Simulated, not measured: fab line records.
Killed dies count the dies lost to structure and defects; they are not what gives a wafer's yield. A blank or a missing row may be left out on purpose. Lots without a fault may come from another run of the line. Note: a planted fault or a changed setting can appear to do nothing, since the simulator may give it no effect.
A sampling plan put to the test -- flow gf180mcu -- 13 faults told of in these records, all on one fab line, each judged by the records of the lots it struck
The line's own looks make up the plan; these are the steps of the route where a gauge or inspection reads the wafer and leaves it unchanged. Where struck wafers have a number at a look and the file lists that look's usual mean and standard deviation on fault-free wafers, the look can be judged. Caught: 4 or more of those standard deviations (sigma) separate the usual mean from the mean of the struck wafers at a look after the fault's first step. On the tool: the identical test, applied to the tool's own readings at the steps of the fault. Also counted as caught: the struck wafers showing another recipe, or a record that is empty for them alone.

## THE FAULTS, as the simulator had put them in
1. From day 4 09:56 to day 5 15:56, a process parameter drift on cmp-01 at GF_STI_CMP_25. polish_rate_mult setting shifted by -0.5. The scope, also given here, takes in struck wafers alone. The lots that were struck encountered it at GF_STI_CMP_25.
2. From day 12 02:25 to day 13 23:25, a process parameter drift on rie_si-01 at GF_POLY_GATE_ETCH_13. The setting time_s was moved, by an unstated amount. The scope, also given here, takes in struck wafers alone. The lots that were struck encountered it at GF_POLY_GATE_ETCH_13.
3. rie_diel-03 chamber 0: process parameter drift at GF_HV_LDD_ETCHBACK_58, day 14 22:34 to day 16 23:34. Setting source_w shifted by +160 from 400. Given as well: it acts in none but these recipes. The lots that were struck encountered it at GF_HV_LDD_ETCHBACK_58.
4. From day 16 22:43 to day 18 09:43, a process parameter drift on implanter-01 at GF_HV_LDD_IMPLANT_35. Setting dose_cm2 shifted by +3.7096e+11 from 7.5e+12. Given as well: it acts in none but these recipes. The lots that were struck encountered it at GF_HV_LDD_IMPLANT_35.
5. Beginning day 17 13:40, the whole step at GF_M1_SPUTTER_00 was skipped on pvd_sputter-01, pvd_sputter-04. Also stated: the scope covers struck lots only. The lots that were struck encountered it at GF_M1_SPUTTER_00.
6. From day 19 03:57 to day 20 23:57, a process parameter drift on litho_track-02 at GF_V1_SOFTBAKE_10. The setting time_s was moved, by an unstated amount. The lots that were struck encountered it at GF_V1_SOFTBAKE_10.
7. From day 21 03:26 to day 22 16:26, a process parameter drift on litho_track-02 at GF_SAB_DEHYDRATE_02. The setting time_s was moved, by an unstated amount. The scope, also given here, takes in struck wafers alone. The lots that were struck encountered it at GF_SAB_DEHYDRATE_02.
8. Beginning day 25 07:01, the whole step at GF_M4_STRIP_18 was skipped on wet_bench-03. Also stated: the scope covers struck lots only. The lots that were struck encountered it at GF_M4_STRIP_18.
9. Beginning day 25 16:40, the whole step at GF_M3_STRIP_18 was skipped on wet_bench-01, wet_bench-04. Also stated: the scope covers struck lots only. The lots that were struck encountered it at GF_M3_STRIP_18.
10. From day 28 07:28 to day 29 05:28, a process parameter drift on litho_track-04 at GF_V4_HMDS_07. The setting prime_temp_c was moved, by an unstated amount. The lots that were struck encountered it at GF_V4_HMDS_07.
11. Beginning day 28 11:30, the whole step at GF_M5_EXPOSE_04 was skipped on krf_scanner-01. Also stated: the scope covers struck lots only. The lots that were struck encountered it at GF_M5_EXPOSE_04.
12. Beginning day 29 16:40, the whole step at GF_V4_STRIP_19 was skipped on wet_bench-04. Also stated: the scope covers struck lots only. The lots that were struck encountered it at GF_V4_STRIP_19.
13. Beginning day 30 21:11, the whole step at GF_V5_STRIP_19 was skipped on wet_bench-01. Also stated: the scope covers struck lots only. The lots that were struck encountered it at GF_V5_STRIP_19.

## WHAT THE PLAN SAW
fault,on the tool itself,first look that catches it,"reading, sigma",median hours from its first step to that look,hours from the fault's start to the first struck lot there,judged looks passed uncaught
1,time_to_endpoint_s +25 sigma,none of the 2 looks that can be judged after it,-,-,-,2
2,run_length_s -6.2 sigma,not the one look that can be judged after it,-,-,-,1
3,rf_fwd_power_W +99 or beyond sigma,no look after it can be judged,-,-,-,0
4,dose_ions_cm2 +46 sigma,no look after it can be judged,-,-,-,0
5,the tool's record is blank for the struck wafers,no look after it can be judged,-,-,-,0
6,heater_power_total_W +31 sigma,no look after it can be judged,-,-,-,0
7,run_length_s +25 sigma,no look after it can be judged,-,-,-,0
8,the tool's record is blank for the struck wafers,no look after it can be judged,-,-,-,0
9,the tool's record is blank for the struck wafers,no look after it can be judged,-,-,-,0
10,prime_temp_c +6.8 sigma,no look after it can be judged,-,-,-,0
11,no reading that can be judged,no look after it can be judged,-,-,-,0
12,the tool's record is blank for the struck wafers,no look after it can be judged,-,-,-,0
13,the tool's record is blank for the struck wafers,no look after it can be judged,-,-,-,0
A dash: this means the fault isn't caught or the number doesn't appear in these records.

Caught at a look: 0 of 13. Caught on the tool: 12 of 13. By one or the other: 12 of 13.
Caught on the tool alone: faults 1, 2, 3, 4, 5, 6, 7, 8, 9, 10, 12, 13.
Caught by neither: fault 11.
